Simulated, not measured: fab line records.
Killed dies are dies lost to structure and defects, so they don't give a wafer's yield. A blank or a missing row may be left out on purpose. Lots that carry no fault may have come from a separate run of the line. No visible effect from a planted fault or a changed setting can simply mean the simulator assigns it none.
Chamber matching -- flow sky130 -- 3 sister chambers for SKY_PASSIVATION_CVD_00 on pecvd-02
The step deposits SiO2, target thk 90 nm. 3 wafers are shown with their chamber, then 7 later ones without.

WAFERS WITH THEIR CHAMBER
wafer,chamber,heater_power_w (W)
L589.1,2,620
L589.5,1,629
L592.4,0,512

WAFERS WITH NO CHAMBER GIVEN
wafer,heater_power_w (W)
L592.5,653
L594.2,673
L594.3,426
L594.6,682
L595.1,467
L595.3,692
L595.6,697

WHICH CHAMBER EACH ONE RAN IN
wafer,from the rows above,in truth
L592.5,can't be placed: 1 or 2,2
L594.2,can't be placed: 1 or 2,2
L594.3,can't be placed: 0 or 2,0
L594.6,can't be placed: 1 or 2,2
L595.1,can't be placed: 0 or 2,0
L595.3,can't be placed: 1 or 2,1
L595.6,can't be placed: 1 or 2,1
Correctly placed: 0 of 7. Can't be placed from these rows: 7 (the true chamber is among the candidates in 7). 0 placed wrongly.
How it was worked out, from the rows above alone: a wafer's distance from a chamber is the root of the sum, over the readings, of the square of ((its reading less the chamber's mean) divided by the reading's scatter). If the next closest chamber is less than 2 further off than the closest, the wafer can't be placed; otherwise it belongs to the closest. Each chamber's mean is taken over the wafers shown for it. The scatter (one wafer shown for each chamber): square how far every hidden wafer sits from the nearest shown wafer, average those squares and take the square root.
